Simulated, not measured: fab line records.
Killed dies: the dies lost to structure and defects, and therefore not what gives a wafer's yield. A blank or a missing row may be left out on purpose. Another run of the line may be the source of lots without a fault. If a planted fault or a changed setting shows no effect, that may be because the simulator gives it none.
fab line records + flow sky130
record
- lots=15
- wafers=45
- last-day=50
route steps=708 shown POLY_GATE@205 LDD_N@247
lots untouched by any fault: they come from a run of this same line in which no faults occurred
start-h: the number of hours between the record's first day and the start of the first shown wafer of the lot + wait-h: how many hours have passed since the lot's step before this one + " identical to the entry in the row above + L1.1+2: a row that stands for several wafers + - no value present, or no start provided + * or withheld: withheld + < > ~ a bound
route shown NAME@n: names a module that has steps shown in the file, with the first one's number in the route + usual: mean/standard deviation taken from wafers without a fault + same: alike in all rows + chamber/n: place in a boat + sites: each site's reading + _std_site: standard deviation of those values + _edge_site: inner sites' mean taken away from outer sites' mean + radius-mm: how far each site lies from the wafer's centre + mask NAME#n: copy n + behind: the last tool/chamber to shape the wafer + hold: reason for holding the lot/hours on hold/outcome of the hold + device: transistor that didn't switch, given as n, p or np + end of line: the tests these same wafers got at the end of their route + a step without rows: its recipe alone + killed: dies lost to structure and defects at the first sort, not the wafer's yield + map: dies across one wafer; x = killed, . = not, _ = none there
set.NAME: setting as actually run; set.NAME@STEP: the setting as run at that earlier step + model.NAME: the simulator's own value behind a step, which no gauge read
the route's steps for a sample of lots (tables are steps, rows are wafers)
services: the hour from which a tool's chamber was out of use, counted from the record's first day as start-h (under 0 if before that day), plus the number of hours and why
## steps
# step SKY_POLY_GATE_THK_MEAS_01
# recipe
- reads=poly-Si_of_POLY_GATE_CVD_00
# usual
- POLY_GATE_CVD_00_THK=179.2/1.6
| lot.wafer | tool          | chamber | start-h | wait-h | POLY_GATE_CVD_00_THK[nm] |
|-----------|---------------|---------|---------|--------|--------------------------|
| L119.1    | film-metro-04 | -       | 310.02  | 0.0    | 177.5                    |
| L119.5    | "             | -       | "       | "      | 179.9                    |
| L119.6    | "             | -       | "       | "      | 178.5                    |
| L120.2    | film-metro-04 | -       | 320.28  | 0.0    | 179.2                    |
| L120.4    | "             | -       | "       | "      | 179.1                    |
| L120.6    | "             | -       | "       | "      | 180.2                    |
| L121.1    | film-metro-02 | -       | 331.87  | 0.0    | 181.1                    |
| L121.4    | "             | -       | "       | "      | 180.8                    |
| L121.5    | "             | -       | "       | "      | 180.2                    |
| L122.1    | film-metro-04 | -       | 335.76  | 0.0    | 178.4                    |
| L122.2    | "             | -       | "       | "      | 178.9                    |
| L122.3    | "             | -       | "       | "      | 179.1                    |
| L123.1    | film-metro-03 | -       | 341.69  | 0.0    | 174.8                    |
| L123.3    | "             | -       | "       | "      | 173.5                    |
| L123.4    | "             | -       | "       | "      | 175.5                    |
| L124.2    | film-metro-04 | -       | 352.49  | 0.0    | 178.3                    |
| L124.3    | "             | -       | "       | "      | 178.6                    |
| L124.4    | "             | -       | "       | "      | 180.8                    |
| L125.1    | film-metro-02 | -       | 362.16  | 0.0    | 178.0                    |
| L125.3    | "             | -       | "       | "      | 177.4                    |
| L125.5    | "             | -       | "       | "      | 176.0                    |
| L131.1    | film-metro-02 | -       | 406.61  | 0.0    | 181.6                    |
| L131.4    | "             | -       | "       | "      | 180.5                    |
| L131.6    | "             | -       | "       | "      | 179.8                    |
| L132.1    | film-metro-02 | -       | 415.69  | 0.0    | 178.5                    |
| L132.2    | "             | -       | "       | "      | 180.1                    |
| L132.5    | "             | -       | "       | "      | 177.6                    |
| L133.4    | film-metro-04 | -       | 426.85  | 0.0    | 179.6                    |
| L133.5    | "             | -       | "       | "      | 179.8                    |
| L133.6    | "             | -       | "       | "      | 180.0                    |
| L134.2    | film-metro-04 | -       | 434.37  | 0.0    | 178.9                    |
| L134.3    | "             | -       | "       | "      | 178.5                    |
| L134.6    | "             | -       | "       | "      | 178.0                    |
| L135.2    | film-metro-04 | -       | 459.31  | 0.0    | 180.9                    |
| L135.3    | "             | -       | "       | "      | 179.7                    |
| L135.4    | "             | -       | "       | "      | 180.6                    |
| L138.3    | film-metro-02 | -       | 483.65  | 0.0    | 179.5                    |
| L138.5    | "             | -       | "       | "      | 180.0                    |
| L138.6    | "             | -       | "       | "      | 179.8                    |
| L140.1    | film-metro-03 | -       | 488.16  | 0.0    | 181.9                    |
| L140.2    | "             | -       | "       | "      | 181.5                    |
| L140.3    | "             | -       | "       | "      | 181.4                    |
| L142.2    | film-metro-04 | -       | 507.83  | 0.0    | 178.4                    |
| L142.4    | "             | -       | "       | "      | 178.7                    |
| L142.6    | "             | -       | "       | "      | 178.8                    |
# step SKY_POLY_GATE_ETCH_15
# recipe
- chemistry=N2/H2
- target=BARC
- ion-energy-ev=200
- source-w=500
- bias-w=100
- pressure-mtorr=30
- n2-flow-sccm=100
- h2-flow-sccm=200
- stop-on=SiO2
- time-s=118.5
- target-depth-a=1100
# usual
- drypump-motor-current-A=5.8/0.5
- oes-product-au=0.716/0.0041
- throttle-valve-pct=13.212/0.009
| lot.wafer | tool        | chamber | start-h | wait-h | drypump-motor-current-A | oes-product-au | rf-hours-counter-h | throttle-valve-pct |
|-----------|-------------|---------|---------|--------|-------------------------|----------------|--------------------|--------------------|
| L119.1    | rie-diel-01 | 0       | 365.92  | 0.0    | 5.9                     | 0.717          | 12                 | 13.210             |
| L119.5    | "           | 0       | "       | "      | 5.9                     | 0.718          | -                  | 13.201             |
| L119.6    | "           | 1       | "       | "      | 5.3                     | 0.724          | -                  | 13.216             |
| L120.2    | rie-diel-03 | 3       | 377.57  | 0.0    | 6.6                     | 0.713          | 6                  | 13.224             |
| L120.4    | "           | 2       | "       | "      | 5.8                     | 0.712          | 7                  | 13.214             |
| L120.6    | "           | 2       | "       | "      | 5.7                     | 0.715          | -                  | 13.207             |
| L121.1    | rie-diel-03 | 0       | 390.50  | 0.0    | 6.3                     | 0.716          | 45                 | 13.225             |
| L121.4    | "           | 2       | "       | "      | 5.8                     | 0.715          | 8                  | 13.225             |
| L121.5    | "           | 0       | "       | "      | 6.3                     | 0.722          | -                  | 13.198             |
| L122.1    | rie-diel-02 | 2       | 393.67  | 0.0    | 5.9                     | 0.714          | 7                  | 13.219             |
| L122.2    | "           | 3       | "       | "      | 5.6                     | 0.715          | 55                 | 13.211             |
| L122.3    | "           | 0       | "       | "      | 6.0                     | 0.715          | 27                 | 13.229             |
| L123.1    | rie-diel-01 | 2       | 417.88  | 0.0    | 5.4                     | 0.716          | 5                  | 13.202             |
| L123.3    | "           | 1       | "       | "      | 5.3                     | 0.717          | 64                 | 13.203             |
| L123.4    | "           | 3       | "       | "      | 6.5                     | 0.712          | 7                  | 13.209             |
| L124.2    | rie-diel-03 | 3       | 418.22  | 0.0    | 6.6                     | 0.716          | 7                  | 13.211             |
| L124.3    | "           | 2       | "       | "      | 5.7                     | 0.714          | 8                  | 13.202             |
| L124.4    | "           | 1       | "       | "      | 4.9                     | 0.719          | 75                 | 13.209             |
| L125.1    | rie-diel-01 | 3       | 424.12  | 0.0    | 6.5                     | 0.719          | 7                  | 13.212             |
| L125.3    | "           | 0       | "       | "      | 5.9                     | 0.717          | 13                 | 13.210             |
| L125.5    | "           | 0       | "       | "      | 5.9                     | 0.714          | -                  | 13.224             |
| L131.1    | rie-diel-01 | 0       | 470.25  | 0.0    | 5.9                     | 0.718          | 14                 | 13.196             |
| L131.4    | "           | 1       | "       | "      | 5.3                     | 0.711          | 66                 | 13.222             |
| L131.6    | "           | 1       | "       | "      | 5.3                     | 0.720          | -                  | 13.203             |
| L132.1    | rie-diel-01 | 3       | 478.87  | 0.0    | 6.5                     | 0.722          | 8                  | 13.203             |
| L132.2    | "           | 1       | "       | "      | 5.3                     | 0.721          | 66                 | 13.226             |
| L132.5    | "           | 2       | "       | "      | 5.4                     | 0.718          | -                  | 13.220             |
| L133.4    | rie-diel-03 | 1       | 488.97  | 0.0    | 4.9                     | 0.706          | 77                 | 13.222             |
| L133.5    | "           | 0       | "       | "      | 6.3                     | 0.708          | -                  | 13.205             |
| L133.6    | "           | 3       | "       | "      | 6.6                     | 0.706          | -                  | 13.218             |
| L134.2    | rie-diel-02 | 1       | 497.23  | 0.0    | 5.9                     | 0.716          | 51                 | 13.220             |
| L134.3    | "           | 2       | "       | "      | 5.8                     | 0.718          | 9                  | 13.202             |
| L134.6    | "           | 2       | "       | "      | 5.9                     | 0.717          | -                  | 13.203             |
| L135.2    | rie-diel-03 | 3       | 521.90  | 0.0    | 6.6                     | 0.712          | 9                  | 13.196             |
| L135.3    | "           | 1       | "       | "      | 4.9                     | 0.717          | 77                 | 13.199             |
| L135.4    | "           | 2       | "       | "      | 5.7                     | 0.720          | 11                 | 13.193             |
| L138.3    | rie-diel-01 | 3       | 545.70  | 0.0    | 6.5                     | 0.716          | 9                  | 13.224             |
| L138.5    | "           | 1       | "       | "      | 5.3                     | 0.709          | -                  | 13.203             |
| L138.6    | "           | 2       | "       | "      | 5.4                     | 0.712          | -                  | 13.221             |
| L140.1    | rie-diel-03 | 0       | 551.05  | 0.0    | 6.3                     | 0.718          | 48                 | 13.202             |
| L140.2    | "           | 2       | "       | "      | 5.8                     | 0.723          | 11                 | 13.213             |
| L140.3    | "           | 3       | "       | "      | 6.6                     | 0.717          | 10                 | 13.211             |
| L142.2    | rie-diel-03 | 1       | 569.40  | 0.0    | 5.0                     | 0.719          | 79                 | 13.213             |
| L142.4    | "           | 2       | "       | "      | 5.7                     | 0.718          | 12                 | 13.214             |
| L142.6    | "           | 2       | "       | "      | 5.7                     | 0.710          | -                  | 13.212             |
# step SKY_POLY_GATE_ETCH_16
# recipe
- stop-on=poly-Si
- chemistry=CH3F/O2
- target=Si3N4
- source-w=400
- bias-w=80
- pressure-mtorr=25
- ch3f-flow-sccm=40
- O2_flow_sccm=30
- time-s=147.5
- target-depth-a=750
# usual
- drypump-motor-current-A=5.8/0.51
- oes-product-au=0.640/0.0052
- throttle-valve-pct=10.534/0.0081
| lot.wafer | tool        | chamber | start-h | wait-h | drypump-motor-current-A | oes-product-au | rf-hours-counter-h | throttle-valve-pct |
|-----------|-------------|---------|---------|--------|-------------------------|----------------|--------------------|--------------------|
| L119.1    | rie-diel-01 | 0       | 366.00  | 0.0    | 5.9                     | 0.637          | 12                 | 10.545             |
| L119.5    | "           | 0       | "       | "      | 5.8                     | 0.632          | -                  | 10.521             |
| L119.6    | "           | 1       | "       | "      | 5.3                     | 0.638          | -                  | 10.524             |
| L120.2    | rie-diel-03 | 3       | 377.65  | 0.0    | 6.6                     | 0.636          | 6                  | 10.544             |
| L120.4    | "           | 2       | "       | "      | 5.8                     | 0.632          | 7                  | 10.533             |
| L120.6    | "           | 2       | "       | "      | 5.8                     | 0.641          | -                  | 10.531             |
| L121.1    | rie-diel-03 | 0       | 390.59  | 0.0    | 6.3                     | 0.638          | 45                 | 10.537             |
| L121.4    | "           | 2       | "       | "      | 5.7                     | 0.643          | 8                  | 10.545             |
| L121.5    | "           | 0       | "       | "      | 6.3                     | 0.648          | -                  | 10.533             |
| L122.1    | rie-diel-02 | 2       | 393.75  | 0.0    | 5.9                     | 0.640          | 7                  | 10.524             |
| L122.2    | "           | 3       | "       | "      | 5.6                     | 0.643          | 55                 | 10.540             |
| L122.3    | "           | 0       | "       | "      | 6.0                     | 0.639          | 27                 | 10.533             |
| L123.1    | rie-diel-01 | 2       | 417.97  | 0.0    | 5.4                     | 0.637          | 5                  | 10.536             |
| L123.3    | "           | 1       | "       | "      | 5.3                     | 0.648          | 64                 | 10.526             |
| L123.4    | "           | 3       | "       | "      | 6.6                     | 0.647          | 7                  | 10.532             |
| L124.2    | rie-diel-03 | 3       | 418.30  | 0.0    | 6.6                     | 0.638          | 7                  | 10.544             |
| L124.3    | "           | 2       | "       | "      | 5.7                     | 0.635          | 8                  | 10.526             |
| L124.4    | "           | 1       | "       | "      | 4.9                     | 0.646          | 75                 | 10.523             |
| L125.1    | rie-diel-01 | 3       | 424.20  | 0.0    | 6.5                     | 0.641          | 7                  | 10.523             |
| L125.3    | "           | 0       | "       | "      | 5.9                     | 0.634          | 13                 | 10.539             |
| L125.5    | "           | 0       | "       | "      | 5.9                     | 0.635          | -                  | 10.537             |
| L131.1    | rie-diel-01 | 0       | 470.34  | 0.0    | 5.9                     | 0.639          | 14                 | 10.540             |
| L131.4    | "           | 1       | "       | "      | 5.3                     | 0.644          | 66                 | 10.527             |
| L131.6    | "           | 1       | "       | "      | 5.3                     | 0.638          | -                  | 10.540             |
| L132.1    | rie-diel-01 | 3       | 478.95  | 0.0    | 6.5                     | 0.643          | 8                  | 10.529             |
| L132.2    | "           | 1       | "       | "      | 5.3                     | 0.641          | 66                 | 10.537             |
| L132.5    | "           | 2       | "       | "      | 5.4                     | 0.645          | -                  | 10.533             |
| L133.4    | rie-diel-03 | 1       | 489.05  | 0.0    | 4.9                     | 0.643          | 77                 | 10.537             |
| L133.5    | "           | 0       | "       | "      | 6.3                     | 0.642          | -                  | 10.545             |
| L133.6    | "           | 3       | "       | "      | 6.6                     | 0.649          | -                  | 10.543             |
| L134.2    | rie-diel-02 | 1       | 497.32  | 0.0    | 5.9                     | 0.650          | 51                 | 10.545             |
| L134.3    | "           | 2       | "       | "      | 5.9                     | 0.640          | 9                  | 10.533             |
| L134.6    | "           | 2       | "       | "      | 5.9                     | 0.637          | -                  | 10.542             |
| L135.2    | rie-diel-03 | 3       | 521.98  | 0.0    | 6.6                     | 0.644          | 9                  | 10.546             |
| L135.3    | "           | 1       | "       | "      | 4.9                     | 0.639          | 77                 | 10.536             |
| L135.4    | "           | 2       | "       | "      | 5.8                     | 0.641          | 11                 | 10.539             |
| L138.3    | rie-diel-01 | 3       | 545.79  | 0.0    | 6.5                     | 0.632          | 9                  | 10.534             |
| L138.5    | "           | 1       | "       | "      | 5.3                     | 0.645          | -                  | 10.531             |
| L138.6    | "           | 2       | "       | "      | 5.4                     | 0.644          | -                  | 10.524             |
| L140.1    | rie-diel-03 | 0       | 551.13  | 0.0    | 6.3                     | 0.635          | 48                 | 10.532             |
| L140.2    | "           | 2       | "       | "      | 5.7                     | 0.642          | 12                 | 10.548             |
| L140.3    | "           | 3       | "       | "      | 6.6                     | 0.632          | 10                 | 10.525             |
| L142.2    | rie-diel-03 | 1       | 569.49  | 0.0    | 4.9                     | 0.646          | 79                 | 10.523             |
| L142.4    | "           | 2       | "       | "      | 5.7                     | 0.643          | 12                 | 10.511             |
| L142.6    | "           | 2       | "       | "      | 5.8                     | 0.640          | -                  | 10.521             |
# step SKY_LDD_N_IMPLANT_10
# recipe
- species=As
- energy-kev=20
- dose-cm2=7.5e+13
- tilt-deg=withheld
- rotation-deg=203
# usual
- beam-energy-keV=20.000/0.0064
- beam-on-s=9.99/0.19
- end-station-pressure-torr=5.34e-06/2.7e-07
| lot.wafer | tool         | chamber | start-h | wait-h | beam-energy-keV | beam-on-s | end-station-pressure-torr |
|-----------|--------------|---------|---------|--------|-----------------|-----------|---------------------------|
| L119.1    | implanter-02 | 0       | 395.91  | 0.1    | 20.009          | 10.24     | 4.95e-06                  |
| L119.5    | "            | 0       | "       | "      | 19.999          | 9.82      | 5.05e-06                  |
| L119.6    | "            | 0       | "       | "      | 20.003          | 9.95      | 5.62e-06                  |
| L120.2    | implanter-03 | 0       | 409.34  | 0.1    | 19.999          | 10.48     | 5.22e-06                  |
| L120.4    | "            | 0       | "       | "      | 19.997          | 10.07     | 5.4e-06                   |
| L120.6    | "            | 0       | "       | "      | 19.996          | 9.72      | 5.39e-06                  |
| L121.1    | implanter-01 | 0       | 425.08  | 0.1    | 20.006          | 9.89      | 5.17e-06                  |
| L121.4    | "            | 0       | "       | "      | 19.995          | 9.92      | 5.35e-06                  |
| L121.5    | "            | 0       | "       | "      | 19.999          | 10.02     | 4.97e-06                  |
| L122.1    | implanter-01 | 0       | 426.63  | 0.1    | 20.001          | 9.47      | 5.08e-06                  |
| L122.2    | "            | 0       | "       | "      | 20.004          | 9.94      | 5.16e-06                  |
| L122.3    | "            | 0       | "       | "      | 20.014          | 9.87      | 5.84e-06                  |
| L123.1    | implanter-01 | -       | 450.66  | 0.1    | -               | -         | -                         |
| L123.3    | "            | -       | "       | "      | -               | -         | -                         |
| L123.4    | "            | -       | "       | "      | -               | -         | -                         |
| L124.2    | implanter-03 | -       | 451.61  | 0.1    | -               | -         | -                         |
| L124.3    | "            | -       | "       | "      | -               | -         | -                         |
| L124.4    | "            | -       | "       | "      | -               | -         | -                         |
| L125.1    | implanter-01 | -       | 458.92  | 0.1    | -               | -         | -                         |
| L125.3    | "            | -       | "       | "      | -               | -         | -                         |
| L125.5    | "            | -       | "       | "      | -               | -         | -                         |
| L131.1    | implanter-01 | 0       | 503.12  | 0.1    | 20.010          | 10.09     | 5.26e-06                  |
| L131.4    | "            | 0       | "       | "      | 20.007          | 9.72      | 5.51e-06                  |
| L131.6    | "            | 0       | "       | "      | 20.013          | 9.77      | 5.6e-06                   |
| L132.1    | implanter-03 | 0       | 511.32  | 0.1    | 20.010          | 9.75      | 5.37e-06                  |
| L132.2    | "            | 0       | "       | "      | 20.006          | 10.33     | 5.54e-06                  |
| L132.5    | "            | 0       | "       | "      | 20.009          | 10.25     | 5.21e-06                  |
| L133.4    | implanter-01 | 0       | 521.46  | 0.1    | 19.990          | 9.96      | 5.12e-06                  |
| L133.5    | "            | 0       | "       | "      | 19.995          | 10.16     | 5.09e-06                  |
| L133.6    | "            | 0       | "       | "      | 19.991          | 9.98      | 5.46e-06                  |
| L134.2    | implanter-03 | 0       | 528.91  | 0.1    | 19.991          | 9.93      | 5.22e-06                  |
| L134.3    | "            | 0       | "       | "      | 20.008          | 10.09     | 5.07e-06                  |
| L134.6    | "            | 0       | "       | "      | 20.002          | 10.07     | 4.98e-06                  |
| L135.2    | implanter-01 | 0       | 554.29  | 0.1    | 20.004          | 9.99      | 4.93e-06                  |
| L135.3    | "            | 0       | "       | "      | 20.003          | 10.30     | 6e-06                     |
| L135.4    | "            | 0       | "       | "      | 19.999          | 10.00     | 5.66e-06                  |
| L138.3    | implanter-01 | 0       | 577.26  | 0.1    | 20.000          | 10.03     | 5.28e-06                  |
| L138.5    | "            | 0       | "       | "      | 20.003          | 9.70      | 5.83e-06                  |
| L138.6    | "            | 0       | "       | "      | 19.990          | 9.99      | 5.09e-06                  |
| L140.1    | implanter-03 | 0       | 582.98  | 0.1    | 20.005          | 9.80      | 5.64e-06                  |
| L140.2    | "            | 0       | "       | "      | 19.996          | 10.34     | 5.31e-06                  |
| L140.3    | "            | 0       | "       | "      | 20.003          | 10.31     | 5.99e-06                  |
| L142.2    | implanter-02 | 0       | 600.49  | 0.1    | 19.999          | 10.21     | 5.46e-06                  |
| L142.4    | "            | 0       | "       | "      | 19.999          | 10.15     | 5.25e-06                  |
| L142.6    | "            | 0       | "       | "      | 19.994          | 9.91      | 5.33e-06                  |
# step SKY_LDD_N_STRIP_16
# recipe
- chemistry=O2/N2
- power-w=1400
- pressure-mtorr=1500
- platen-temp-c=withheld
- o2-flow-sccm=3000
- n2-flow-sccm=300
- overash-fraction=0.5
# usual
- drypump-motor-current-A=5.7/0.31
- oes-product-au=0.406/0.0048
- strip-time-to-endpoint-s=4.314/0.017
| lot.wafer | tool            | chamber | start-h | wait-h | drypump-motor-current-A | oes-product-au | rf-hours-counter-h | strip-time-to-endpoint-s |
|-----------|-----------------|---------|---------|--------|-------------------------|----------------|--------------------|--------------------------|
| L119.1    | plasma-asher-03 | 0       | 396.81  | 0.1    | 5.2                     | 0.400          | 72                 | 4.290                    |
| L119.5    | "               | 0       | "       | "      | 5.2                     | 0.406          | -                  | 4.351                    |
| L119.6    | "               | 1       | "       | "      | 5.9                     | 0.412          | -                  | 4.320                    |
| L120.2    | plasma-asher-04 | 1       | 410.21  | 0.1    | 5.7                     | 0.412          | 27                 | 4.316                    |
| L120.4    | "               | 0       | "       | "      | 6.1                     | 0.405          | -                  | 4.327                    |
| L120.6    | "               | 0       | "       | "      | 6.1                     | 0.401          | -                  | 4.321                    |
| L121.1    | plasma-asher-02 | 0       | 425.98  | 0.1    | 5.4                     | 0.401          | 61                 | 4.300                    |
| L121.4    | "               | 0       | "       | "      | 5.4                     | 0.405          | -                  | 4.301                    |
| L121.5    | "               | 1       | "       | "      | 5.7                     | 0.402          | -                  | 4.300                    |
| L122.1    | plasma-asher-04 | 0       | 427.53  | 0.1    | 6.1                     | 0.408          | 28                 | 4.317                    |
| L122.2    | "               | 1       | "       | "      | 5.7                     | 0.409          | 28                 | 4.314                    |
| L122.3    | "               | 0       | "       | "      | 6.1                     | 0.402          | -                  | 4.316                    |
| L123.1    | plasma-asher-03 | 0       | 451.56  | 0.1    | 5.2                     | 0.402          | 2                  | 4.117                    |
| L123.3    | "               | 0       | "       | "      | 5.2                     | 0.406          | -                  | 4.104                    |
| L123.4    | "               | 1       | "       | "      | 5.9                     | 0.408          | -                  | 4.117                    |
| L124.2    | plasma-asher-04 | 0       | 452.48  | 0.1    | 6.1                     | 0.410          | 31                 | 4.132                    |
| L124.3    | "               | 1       | "       | "      | 5.7                     | 0.407          | -                  | 4.127                    |
| L124.4    | "               | 0       | "       | "      | 6.0                     | 0.414          | -                  | 4.132                    |
| L125.1    | plasma-asher-02 | 0       | 459.82  | 0.1    | 5.4                     | 0.397          | 65                 | 4.108                    |
| L125.3    | "               | 0       | "       | "      | 5.4                     | 0.410          | -                  | 4.123                    |
| L125.5    | "               | 0       | "       | "      | 5.4                     | 0.404          | -                  | 4.127                    |
| L131.1    | plasma-asher-04 | 1       | 504.02  | 0.1    | 5.7                     | 0.402          | 36                 | 4.324                    |
| L131.4    | "               | 1       | "       | "      | 5.7                     | 0.409          | -                  | 4.311                    |
| L131.6    | "               | 1       | "       | "      | 5.7                     | 0.405          | -                  | 4.316                    |
| L132.1    | plasma-asher-03 | 1       | 512.22  | 0.1    | 5.9                     | 0.401          | 8                  | 4.318                    |
| L132.2    | "               | 0       | "       | "      | 5.2                     | 0.407          | 8                  | 4.335                    |
| L132.5    | "               | 0       | "       | "      | 5.2                     | 0.396          | -                  | 4.323                    |
| L133.4    | plasma-asher-03 | 1       | 522.32  | 0.1    | 5.9                     | 0.405          | -                  | 4.339                    |
| L133.5    | "               | 0       | "       | "      | 5.2                     | 0.403          | -                  | 4.343                    |
| L133.6    | "               | 1       | "       | "      | 5.9                     | 0.408          | -                  | 4.324                    |
| L134.2    | plasma-asher-04 | 0       | 529.78  | 0.1    | 6.1                     | 0.412          | 39                 | 4.344                    |
| L134.3    | "               | 0       | "       | "      | 6.1                     | 0.403          | -                  | 4.334                    |
| L134.6    | "               | 0       | "       | "      | 6.1                     | 0.405          | -                  | 4.366                    |
| L135.2    | plasma-asher-03 | 0       | 555.16  | 0.1    | 5.2                     | 0.401          | 13                 | 4.315                    |
| L135.3    | "               | 0       | "       | "      | 5.2                     | 0.402          | -                  | 4.301                    |
| L135.4    | "               | 1       | "       | "      | 5.9                     | 0.407          | -                  | 4.303                    |
| L138.3    | plasma-asher-03 | 0       | 578.15  | 0.1    | 5.2                     | 0.400          | -                  | 4.330                    |
| L138.5    | "               | 0       | "       | "      | 5.2                     | 0.405          | -                  | 4.328                    |
| L138.6    | "               | 1       | "       | "      | 5.9                     | 0.398          | -                  | 4.305                    |
| L140.1    | plasma-asher-03 | 1       | 583.88  | 0.1    | 5.9                     | 0.414          | 16                 | 4.335                    |
| L140.2    | "               | 0       | "       | "      | 5.2                     | 0.395          | 16                 | 4.329                    |
| L140.3    | "               | 0       | "       | "      | 5.2                     | 0.411          | -                  | 4.326                    |
| L142.2    | plasma-asher-03 | 0       | 601.36  | 0.1    | 5.2                     | 0.406          | 17                 | 4.323                    |
| L142.4    | "               | 1       | "       | "      | 5.9                     | 0.409          | -                  | 4.327                    |
| L142.6    | "               | 1       | "       | "      | 5.9                     | 0.407          | -                  | 4.308                    |
# step SKY_LDD_N_TW_MEAS_17
# usual
- LDD_N_TW=2564/20
| lot.wafer | tool          | chamber | start-h | wait-h | LDD_N_TW |
|-----------|---------------|---------|---------|--------|----------|
| L119.1    | film-metro-04 | -       | 396.91  | 0.1    | 2543     |
| L119.5    | "             | -       | "       | "      | 2562     |
| L119.6    | "             | -       | "       | "      | 2563     |
| L120.2    | film-metro-01 | -       | 410.32  | 0.1    | 2563     |
| L120.4    | "             | -       | "       | "      | 2566     |
| L120.6    | "             | -       | "       | "      | 2569     |
| L121.1    | film-metro-01 | -       | 426.08  | 0.1    | 2560     |
| L121.4    | "             | -       | "       | "      | 2572     |
| L121.5    | "             | -       | "       | "      | 2571     |
| L122.1    | film-metro-03 | -       | 427.63  | 0.1    | 2561     |
| L122.2    | "             | -       | "       | "      | 2577     |
| L122.3    | "             | -       | "       | "      | 2574     |
| L123.1    | film-metro-01 | -       | 451.66  | 0.1    | 2443     |
| L123.3    | "             | -       | "       | "      | 2441     |
| L123.4    | "             | -       | "       | "      | 2452     |
| L124.2    | film-metro-01 | -       | 452.59  | 0.1    | 2463     |
| L124.3    | "             | -       | "       | "      | 2435     |
| L124.4    | "             | -       | "       | "      | 2447     |
| L125.1    | film-metro-04 | -       | 459.92  | 0.1    | 2419     |
| L125.3    | "             | -       | "       | "      | 2414     |
| L125.5    | "             | -       | "       | "      | 2409     |
| L131.1    | film-metro-03 | -       | 504.12  | 0.1    | 2568     |
| L131.4    | "             | -       | "       | "      | 2547     |
| L131.6    | "             | -       | "       | "      | 2559     |
| L132.1    | film-metro-04 | -       | 512.32  | 0.1    | 2544     |
| L132.2    | "             | -       | "       | "      | 2550     |
| L132.5    | "             | -       | "       | "      | 2549     |
| L133.4    | film-metro-01 | -       | 522.41  | 0.1    | 2577     |
| L133.5    | "             | -       | "       | "      | 2586     |
| L133.6    | "             | -       | "       | "      | 2574     |
| L134.2    | film-metro-03 | -       | 529.89  | 0.1    | 2575     |
| L134.3    | "             | -       | "       | "      | 2569     |
| L134.6    | "             | -       | "       | "      | 2585     |
| L135.2    | film-metro-04 | -       | 555.27  | 0.1    | 2553     |
| L135.3    | "             | -       | "       | "      | 2548     |
| L135.4    | "             | -       | "       | "      | 2565     |
| L138.3    | film-metro-04 | -       | 578.23  | 0.1    | 2523     |
| L138.5    | "             | -       | "       | "      | 2543     |
| L138.6    | "             | -       | "       | "      | 2525     |
| L140.1    | film-metro-04 | -       | 583.98  | 0.1    | 2521     |
| L140.2    | "             | -       | "       | "      | 2539     |
| L140.3    | "             | -       | "       | "      | 2543     |
| L142.2    | film-metro-01 | -       | 601.47  | 0.1    | 2572     |
| L142.4    | "             | -       | "       | "      | 2571     |
| L142.6    | "             | -       | "       | "      | 2562     |
## services
| tool            | chamber | start-h | hours | kind           |
|-----------------|---------|---------|-------|----------------|
| rie-diel-03     | 0       | 348.79  | 4.9   | repair         |
| rie-diel-02     | -       | 389.49  | 0.5   | repair         |
| implanter-03    | -       | 394.13  | 3.3   | pm             |
| implanter-03    | -       | 397.44  | 3.9   | pm             |
| plasma-asher-04 | -       | 397.59  | 2.8   | pm             |
| implanter-03    | -       | 399.81  | 1.3   | repair         |
| implanter-03    | -       | 413.48  | 3.8   | repair         |
| implanter-02    | -       | 413.60  | 3.1   | repair         |
| plasma-asher-04 | -       | 419.93  | 4.8   | repair         |
| plasma-asher-03 | -       | 421.25  | 9.0   | pm             |
| rie-diel-01     | -       | 442.54  | 1.5   | repair         |
| implanter-03    | -       | 480.37  | 2.5   | repair         |
| rie-diel-01     | 1       | 480.99  | 17.1  | repair         |
| plasma-asher-04 | -       | 499.83  | 2.5   | repair         |
| implanter-02    | -       | 518.20  | 5.5   | pm             |
| rie-diel-02     | 1       | 519.62  | 1.9   | repair         |
| rie-diel-01     | 3       | 548.49  | 1.6   | repair         |
| implanter-02    | -       | 551.62  | 3.7   | repair         |
| rie-diel-03     | -       | 576.90  | 2.8   | pm             |
| rie-diel-03     | 1       | 581.65  | -     | clean          |
| rie-diel-03     | 1       | 581.65  | 30.7  | scheduled-down |
| rie-diel-03     | 1       | 581.65  | 30.7  | vent-cycle     |
| implanter-02    | -       | 591.23  | 4.8   | repair         |
| rie-diel-03     | 3       | 596.40  | 1.2   | repair         |
## key
first-sign
- step=SKY_LDD_N_IMPLANT_10
- reading=tool-record
- direction=missing
effect
- step=SKY_LDD_N_STRIP_16
- reading=strip-time-to-endpoint-s
- direction=down
- sigmas=11
- usual=*
- struck=*
effect
- step=SKY_LDD_N_TW_MEAS_17
- reading=LDD_N_TW
- direction=down
- sigmas=6.3
- usual=2564
- struck=2436
met-at SKY_LDD_N_IMPLANT_10
struck-lots L123,L124,L125
later-rows-left-out L123.1,L123.3,L123.4,L124.2,L124.3,L124.4,L125.1,L125.3,L125.5
sort-left-out L123.1,L123.3,L123.4,L124.2,L124.3,L124.4,L125.1,L125.3,L125.5
tester-left-out L123,L124,L125
not-acting-at SKY_POLY_GATE_THK_MEAS_01,SKY_POLY_GATE_ETCH_15,SKY_POLY_GATE_ETCH_16
onset-between 426.63 450.66
fault
- kind=skipped-step-whole
- tool=implanter-01,implanter-03
- chamber=-
- onset-h=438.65
- steps=SKY_LDD_N_IMPLANT_10
- scope=struck-lots-only
# tester-left-out: of these lots the tester's yield and bins aren't shown, on N5 and GAA mostly nor the transistor test; their killed dies are dies lost to structure and defects alone, not to doping, threshold or leakage, so they don't give the yield
# sort-left-out: the simulated sort isn't trusted on such a fault, so these wafers' sort isn't shown, and their yield isn't known
# later-rows-left-out: the simulator's readings of these wafers behind a module that went badly wrong aren't trusted and aren't shown, but for the sort
